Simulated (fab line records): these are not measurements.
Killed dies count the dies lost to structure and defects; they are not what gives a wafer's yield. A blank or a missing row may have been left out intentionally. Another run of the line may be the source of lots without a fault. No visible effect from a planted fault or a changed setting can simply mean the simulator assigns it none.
A struck lot beside a sound one    flow sky130    19 steps out of a route of 708
Sound: the wafers L659.4, L659.5, L659.6. Struck: wafer L667.6. (L667.3, L667.5 of the same lot were not struck and are left out.) The cause comes at the end.
Order at every step that has rows: each side's tool, ch and its chambers, its first start. Under that, the readings that differ: sound wafers    struck wafers    difference of the means    sigmas: that difference in standard deviations of wafers without a fault.
alike: a reading whose means differ by less than 2 such deviations, as well as words and numbers matching on both sides. not compared: withheld readings; readings where some wafer has no value; bounds like >300 that might hide an equal value; numbers whose values overlap and for which the record gives no deviation.
A row with sigmas, a row that says differs or no value, or rows on one side alone: a step with any of these is where the two part. Numbers that don't overlap but have no deviation are shown without sigmas and don't part them. Lack of a reading on every wafer of one side parts them only where that side has two or more wafers.

first, 4 steps without rows for these wafers: SKY_METAL1_STRIP_21 (strips in post etch residue remover, time 1200 s); SKY_METAL1_CLEAN_22 (cleans in IPA, time 180 s); SKY_METAL1_CLEAN_23 (cleans in O3/DIW); SKY_VIA1_HDPCVD_00 (deposits SiO2, target thk 1030 nm, time 171.7 s).
SKY_VIA1_THK_MEAS_01:
  sound: film metro-04 at day 33 03:26; struck: film metro-04 at day 36 04:05
reading               sound           struck  difference  sigmas
VIA1_HDPCVD_THK (nm)  1047 1039 1046  1021    -23         -3
SKY_VIA1_CMP_02: polishes SiO2.
  sound on cmp-01 ch 0,2,3, day 33 03:37; struck on cmp-01 ch 1, day 36 04:10
  alike: head pressure psi, motor current A, retaining ring pressure frac
SKY_VIA1_BOW_MEAS_03:
  sound: film metro-03 at day 33 03:49; struck: film metro-04 at day 36 04:31
  alike: VIA1_BOW
then, 5 steps without rows for these wafers: SKY_VIA1_DEHYDRATE_04 (time 60 s); SKY_VIA1_HMDS_05 (prime time 60 s); SKY_VIA1_COAT_06 (resist thk 60 nm); SKY_VIA1_COAT_07 (resist thk 450 nm); SKY_VIA1_SOFTBAKE_08 (time 90 s).
SKY_VIA1_EXPOSE_09: exposes mask VIM, target cd 150 nm.
  sound on krf scanner-01 ch 0, day 33 17:56; struck on krf scanner-01 ch 0, day 36 18:18
  alike: mask
then, 2 steps without rows for these wafers: SKY_VIA1_PEB_10; SKY_VIA1_DEVELOP_11 (develop time 60 s).
SKY_VIA1_CD_MEAS_12 targets a cd of 150 nm.
  sound: cd sem-02 at day 34 07:27; struck: cd sem-02 at day 37 07:20
reading     sound              struck  difference  sigmas
cd nm (nm)  148.7 147.1 149.0  123.0   -25.3       -15
SKY_VIA1_OVL_MEAS_13:
  sound: overlay-01 at day 34 07:32; struck: overlay-02 at day 37 07:26
  alike: VIA1_OVL
SKY_VIA1_ETCH_14: etches BARC in N2/H2, stops on SiO2, time 45.9 s, target depth 60 nm.
  sound on rie diel-04 ch 0,1,3, day 34 07:34; struck on rie diel-02 ch 3, day 37 07:28
reading                sound              struck  difference  sigmas
model.VIA1.cd nm (nm)  149.2 147.4 148.2  122     -26         
  alike: bias w, drypump motor current A, oes product au, throttle valve pct
  not compared: rf hours counter h
SKY_VIA1_ETCH_15: etches SiO2 in C4F8/O2/Ar, stops on TiN, target depth 351 nm, time 54 s.
  sound on rie diel-04 ch 0,1,3, day 34 07:37; struck on rie diel-02 ch 3, day 37 07:30
  alike: bias w, oes product au
  not compared: rf hours counter h

== WHERE THEY PART ==
Earliest at SKY_VIA1_THK_MEAS_01; latest, in this record, at SKY_VIA1_CD_MEAS_12. Later steps at which nothing parts them and some readings are alike: SKY_VIA1_OVL_MEAS_13, SKY_VIA1_ETCH_14, SKY_VIA1_ETCH_15.

WHY: the cause the simulator had injected
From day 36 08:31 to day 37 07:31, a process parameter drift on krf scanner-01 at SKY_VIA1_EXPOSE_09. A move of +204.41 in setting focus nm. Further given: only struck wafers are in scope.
